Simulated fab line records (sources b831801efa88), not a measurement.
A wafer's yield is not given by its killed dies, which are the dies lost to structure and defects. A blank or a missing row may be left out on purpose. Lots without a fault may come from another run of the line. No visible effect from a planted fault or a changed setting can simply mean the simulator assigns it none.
Which tool is to blame?    flow sky130    14 lots, 42 wafers sampled, at 6 steps of a route of 708

WHAT EACH GAUGE READ, for each wafer
SKY_POLY_GATE_OVL_MEAS_14.
lot   measured      on          POLY_GATE_OVL (nm)
L882  day 16 09:13  overlay-01  10 5 -7
L883  day 17 04:52  overlay-01  2 1 -1
L885  day 18 03:13  overlay-02  3 1 0
L887  day 18 23:45  overlay-01  4 2 7
L886  day 18 23:50  overlay-02  4 3 3
L892  day 21 01:57  overlay-02  0 0 3
L893  day 21 02:58  overlay-02  3 -4 2
L894  day 21 20:05  overlay-02  1 -2 -7
L897  day 22 16:43  overlay-02  -10 -13 -9
L898  day 22 20:03  overlay-02  5 7 3
L900  day 23 15:01  overlay-01  -8 -6 -14
L901  day 23 23:40  overlay-01  -5 6 -11
L902  day 24 00:47  overlay-02  0 -6 3
L904  day 24 20:34  overlay-01  -3 -1 -3

SKY_POLY_GATE_THK_MEAS_21.
lot   measured      on             POLY_GATE_OXIDATION_THK (nm)
L882  day 16 10:54  film-metro-01  3.89 3.92 3.92
L883  day 17 06:58  film-metro-02  3.95 3.94 3.97
L885  day 18 07:09  film-metro-01  4.05 4.04 4.04
L887  day 19 08:59  film-metro-01  4.03 4.04 4.07
L886  day 19 09:02  film-metro-04  3.98 4.03 3.96
L892  day 21 03:38  film-metro-01  3.91 3.91 3.93
L893  day 21 04:38  film-metro-01  3.96 3.96 4.07
L894  day 21 21:46  film-metro-01  3.99 4.05 3.94
L897  day 22 18:23  film-metro-02  3.94 3.93 3.97
L898  day 22 21:44  film-metro-01  4.12 4.13 4.23
L900  day 23 16:42  film-metro-04  4.20 4.14 4.17
L901  day 24 01:20  film-metro-04  4.05 4.01 4.03
L902  day 24 02:28  film-metro-04  3.94 3.93 3.95
L904  day 25 00:01  film-metro-01  3.97 4.00 4.04

SKY_LDD_LDN_TW_MEAS_13.
lot   measured      on             LDD_LDN_TW
L882  day 22 19:21  film-metro-02  1454 1462 1465
L883  day 23 17:26  film-metro-03  1486 1485 1481
L885  day 24 16:25  film-metro-03  1497 1495 1496
L887  day 25 16:54  film-metro-03  30 30 30
L886  day 25 19:55  film-metro-03  30 30 30
L892  day 27 10:09  film-metro-02  1460 1457 1455
L893  day 27 11:16  film-metro-02  1448 1457 1452
L894  day 28 02:42  film-metro-03  1498 1496 1490
L897  day 28 21:47  film-metro-04  1495 1501 1496
L898  day 29 01:14  film-metro-03  1494 1488 1488
L900  day 29 17:12  film-metro-04  1480 1493 1489
L901  day 30 01:38  film-metro-02  1456 1460 1460
L902  day 30 01:51  film-metro-04  1482 1486 1492
L904  day 30 20:27  film-metro-04  1484 1482 1490

SKY_SD_P_OVL_MEAS_08.
lot   measured      on          SD_P_OVL (nm)
L882  day 25 09:14  overlay-01  -0.9 -1.0 -0.6
L883  day 26 06:16  overlay-02  -1.7 -1.8 -1.5
L885  day 27 04:31  overlay-01  -2.3 -2.5 -3.4
L887  day 28 05:22  overlay-02  -2.1 -1.8 -0.8
L886  day 28 07:23  overlay-01  0.3 -0.6 -0.8
L892  day 29 17:22  overlay-02  -1.3 -0.8 -2.8
L893  day 29 19:04  overlay-01  -0.9 0.5 1.0
L894  day 30 08:44  overlay-02  -0.4 0.4 0.8
L897  day 31 02:49  overlay-02  -0.3 -0.2 -1.4
L898  day 31 05:33  overlay-02  -1.7 -1.7 -0.9
L900  day 31 22:15  overlay-01  -0.6 -1.2 0.0
L901  day 32 08:08  overlay-02  -0.1 -0.7 -1.5
L902  day 32 08:26  overlay-01  2.5 1.8 2.2
L904  day 33 03:09  overlay-01  -1.3 -1.5 -1.6

WHICH TOOL RAN EACH LOT (tool, then ch and the chambers of the sampled wafers, then the start)
lot   SKY_LDD_HVP_STRIP_09                  SKY_LDD_LDN_STRIP_12
L882  plasma-asher-02 ch 0,1, day 21 12:25  plasma-asher-03 ch 0,1, day 22 19:16
L883  plasma-asher-03 ch 0,1, day 22 10:25  plasma-asher-02 ch 0,1, day 23 17:20
L885  plasma-asher-03 ch 0,1, day 23 09:36  plasma-asher-03 ch 0,1, day 24 16:18
L887  plasma-asher-03 ch 0,1, day 24 10:43  plasma-asher-03 ch 0,1, day 25 16:49
L886  plasma-asher-03 ch 0,1, day 24 13:29  plasma-asher-03 ch 0,1, day 25 19:49
L892  plasma-asher-03 ch 0,1, day 26 04:01  plasma-asher-02 ch 0,1, day 27 10:04
L893  plasma-asher-03 ch 0,1, day 26 05:16  plasma-asher-03 ch 0,1, day 27 11:09
L894  plasma-asher-04 ch 0,1, day 26 21:13  plasma-asher-03 ch 0,1, day 28 02:36
L897  plasma-asher-02 ch 0,1, day 27 18:05  plasma-asher-02 ch 0,1, day 28 21:41
L898  plasma-asher-04 ch 0,1, day 27 21:38  plasma-asher-03 ch 0,1, day 29 01:08
L900  plasma-asher-02 ch 0,1, day 28 14:13  plasma-asher-03 ch 0,1, day 29 17:07
L901  plasma-asher-04 ch 0,1, day 28 23:06  plasma-asher-01 ch 0,1, day 30 01:32
L902  plasma-asher-03 ch 0,1, day 28 23:13  plasma-asher-03 ch 0,1, day 30 01:45
L904  plasma-asher-02 ch 0,1, day 29 18:49  plasma-asher-02 ch 0,1, day 30 20:22
- SKY_LDD_HVP_STRIP_09: strips in O2/N2.
- SKY_LDD_LDN_STRIP_12: strips in O2/N2.

WHAT THE TOOLS THEMSELVES READ (means of the sampled wafers that have a number; where no wafer has one, the mark that the record gives instead)
SKY_LDD_HVP_STRIP_09.
lot   tool             chamber-pressure-mTorr (mTorr)  drypump-motor-current-A (A)  oes-product-au (a.u.)  strip-time-to-endpoint-s (s)
L882  plasma-asher-02  1500.2                          6.2                          0.405                  4.137
L883  plasma-asher-03  1500.8                          5.3                          0.403                  4.142
L885  plasma-asher-03  1501.6                          5.3                          0.408                  4.133
L887  plasma-asher-03  -                               -                            -                      -
L886  plasma-asher-03  -                               -                            -                      -
L892  plasma-asher-03  1500.3                          5.3                          0.407                  4.119
L893  plasma-asher-03  1499.1                          5.3                          0.404                  4.114
L894  plasma-asher-04  1499.6                          5.9                          0.407                  4.132
L897  plasma-asher-02  1499.9                          6.2                          0.409                  4.119
L898  plasma-asher-04  1499.5                          5.9                          0.405                  4.125
L900  plasma-asher-02  1500.1                          5.7                          0.407                  4.134
L901  plasma-asher-04  1500.5                          5.6                          0.415                  4.139
L902  plasma-asher-03  1499.7                          5.6                          0.408                  4.114
L904  plasma-asher-02  1500.9                          6.1                          0.406                  4.113

SKY_LDD_LDN_STRIP_12.
lot   tool             chamber-pressure-mTorr (mTorr)  drypump-motor-current-A (A)  oes-product-au (a.u.)  strip-time-to-endpoint-s (s)
L882  plasma-asher-03  1499.4                          5.7                          0.714                  14.12
L883  plasma-asher-02  1498.7                          5.7                          0.715                  14.16
L885  plasma-asher-03  1499.7                          5.7                          0.717                  14.20
L887  plasma-asher-03  1500.0                          5.3                          0.711                  18.75
L886  plasma-asher-03  1499.8                          5.3                          0.718                  18.70
L892  plasma-asher-02  1499.5                          6.2                          0.718                  14.18
L893  plasma-asher-03  1499.9                          5.3                          0.715                  14.19
L894  plasma-asher-03  1500.1                          5.3                          0.717                  14.22
L897  plasma-asher-02  1500.5                          6.2                          0.712                  14.14
L898  plasma-asher-03  1499.5                          5.3                          0.712                  14.13
L900  plasma-asher-03  1501.3                          5.3                          0.715                  14.28
L901  plasma-asher-01  1498.4                          5.9                          0.712                  14.18
L902  plasma-asher-03  1500.3                          5.7                          0.716                  14.20
L904  plasma-asher-02  1499.4                          6.2                          0.717                  14.18

THE ANSWER, worked out from the rows above alone
Rule: what is usual is taken from the lots themselves. The widest of any qualifying gaps counts: lots, ordered by their means at a reading, are off when they make up no more than a third of the lots, leave a main group of 4 or more, and stand apart from it by 3 or more times the standard deviation of that group's means. The tables above print the reading to a certain number of digits; a main group whose means all agree to those digits is not used. A lot without any number at a reading at which 4 lots or more have one is off too. All remaining lots with rows at the step are treated as sound. The gauges are gone through in route order, then the tools' own readings, and for those a lot's mean is taken as printed above. The first step at which some lot is off is used, and at that step the reading that is off furthest; a lot without a number counts as furthest.
Off: L887, L886, at SKY_LDD_LDN_TW_MEAS_13 (LDD_LDN_TW). The main group: mean 1479, standard deviation 16.
If a tool, at a process step before that reading, ran all the lots that are off and no sound lot after the first of them, it fits. Not tried: the gauges at SKY_LDD_LDN_TW_MEAS_13; whatever is off there is also off at SKY_LDD_HVP_STRIP_09, on other tools, and gauge error can't account for it. None of those tried fits.

WHAT HAD BEEN PUT IN BY THE SIMULATOR
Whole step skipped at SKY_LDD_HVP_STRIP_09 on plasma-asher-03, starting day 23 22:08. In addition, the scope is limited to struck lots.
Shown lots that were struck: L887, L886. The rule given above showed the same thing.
